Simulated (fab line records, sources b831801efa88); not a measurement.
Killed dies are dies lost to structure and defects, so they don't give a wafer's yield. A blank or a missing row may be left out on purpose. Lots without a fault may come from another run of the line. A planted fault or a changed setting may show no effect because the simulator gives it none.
A struck lot beside a sound one | flow sky130 | 16 steps out of a route of 708
Sound: wafers L733.1, L733.3, L733.4. Struck: wafers L746.1, L746.2, L746.4. The cause comes at the end.
At each step with rows: each side's tool, then ch and its chambers, then its first start. Under that, the readings that differ: sound wafers | struck wafers | difference of the means | sigmas: that difference in standard deviations of wafers without a fault.
alike: readings whose means differ by less than 2 such deviations, and words and numbers that are the same on both sides. not compared: withheld readings, readings that some wafer has no value for, bounds like >300 that may hide the same value, and numbers for which the record gives no deviation and whose values overlap.
The two part at a step that has a row with sigmas, a row that says differs or no value, or rows on one side only. Numbers that don't overlap but have no deviation are shown without sigmas and don't part them. A reading that every wafer of one side lacks parts them only if that side has two wafers or more.

first, 1 step without rows for these wafers: SKY_NWELL_IMPLANT_24.
SKY_NWELL_STRIP_25: strips in O2/N2.
  sound on plasma_asher-03 ch 0,1, day 5 19:58; struck on plasma_asher-01 ch 0,1, day 9 09:05
  alike: drypump_motor_current_A, o2_flow_sccm, oes_product_au, strip_time_to_endpoint_s
  not compared: rf_hours_counter_h
SKY_NWELL_TW_MEAS_26:
  sound on film_metro-02, day 5 20:04; struck on film_metro-03, day 9 09:11
  alike: NWELL_2_TW
then, 1 step without rows for these wafers: SKY_NWELL_CLEAN_27 (cleans in SC1/SC2, time 150 s).
SKY_NWELL_RTA_28: time 30 s.
  sound on rtp_anneal-02 ch 0, day 5 20:11; struck on rtp_anneal-02 ch 0, day 9 09:18
  alike: chamber_o2_ppm, lamp_power_pct, ramp_down_c_per_s, wafer_temp_C_max
SKY_NWELL_RS_MEAS_29: measures by four-point-probe.
  sound on film_metro-01, day 5 20:17; struck on film_metro-02, day 9 09:24
  alike: NWELL_RS
SKY_NWELL_RS_MEAS_31: measures by four-point-probe.
  sound on film_metro-01, day 5 20:31; struck on film_metro-02, day 9 09:38
  alike: PWDE_RS
then, 4 steps without rows for these wafers: SKY_VT_ADJUST_HVTP_DEHYDRATE_00 (time 60 s); SKY_VT_ADJUST_HVTP_HMDS_01 (prime time 60 s); SKY_VT_ADJUST_HVTP_COAT_02 (resist thk 1140 nm); SKY_VT_ADJUST_HVTP_SOFTBAKE_03 (time 60 s).
SKY_VT_ADJUST_HVTP_EXPOSE_04: exposes mask HVTPM, target cd 380 nm.
  sound on iline_stepper-02 ch 0, day 6 05:29; struck on iline_stepper-02 ch 0, day 9 20:14
  reading              | sound                | struck               | difference | sigmas
  exposure_dose_mJ_cm2 | 141.77 141.68 141.54 | 124.69 124.77 124.63 | -16.97     | -99 or more
  alike: mask
then, 1 step without rows for these wafers: SKY_VT_ADJUST_HVTP_PEB_05.
SKY_VT_ADJUST_HVTP_DEVELOP_06: develop time 60 s.
  sound on litho_track-01 ch 0, day 6 14:23; struck on litho_track-02 ch 0, day 10 07:07
  reading                         | sound           | struck          | difference | sigmas
  model.VT_ADJUST_HVTP.cd_nm (nm) | 377.3 377.8 378 | 342.8 343.9 344 | -34.1      |
  alike: developer_temp_C
SKY_VT_ADJUST_HVTP_CD_MEAS_07: target cd 380 nm.
  sound on cd_sem-02, day 6 14:32; struck on cd_sem-01, day 10 07:16
  reading    | sound             | struck            | difference | sigmas
  cd_nm (nm) | 377.3 377.9 377.8 | 342.9 343.7 343.6 | -34.3      | -14
SKY_VT_ADJUST_HVTP_OVL_MEAS_08:
  sound on overlay-02, day 6 14:39; struck on overlay-01, day 10 07:23
  reading                 | sound        | struck         | difference | sigmas
  VT_ADJUST_HVTP_OVL (nm) | 1.2 1.4 -1.0 | -1.3 -3.3 -3.3 | -3.2       | -2

WHERE THEY PART
First at SKY_VT_ADJUST_HVTP_EXPOSE_04; last, within this record, at SKY_VT_ADJUST_HVTP_OVL_MEAS_08.

WHY: what the simulator had put in
Process parameter drift: iline_stepper-02, from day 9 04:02 on, at SKY_VT_ADJUST_HVTP_EXPOSE_04. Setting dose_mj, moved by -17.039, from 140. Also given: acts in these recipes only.
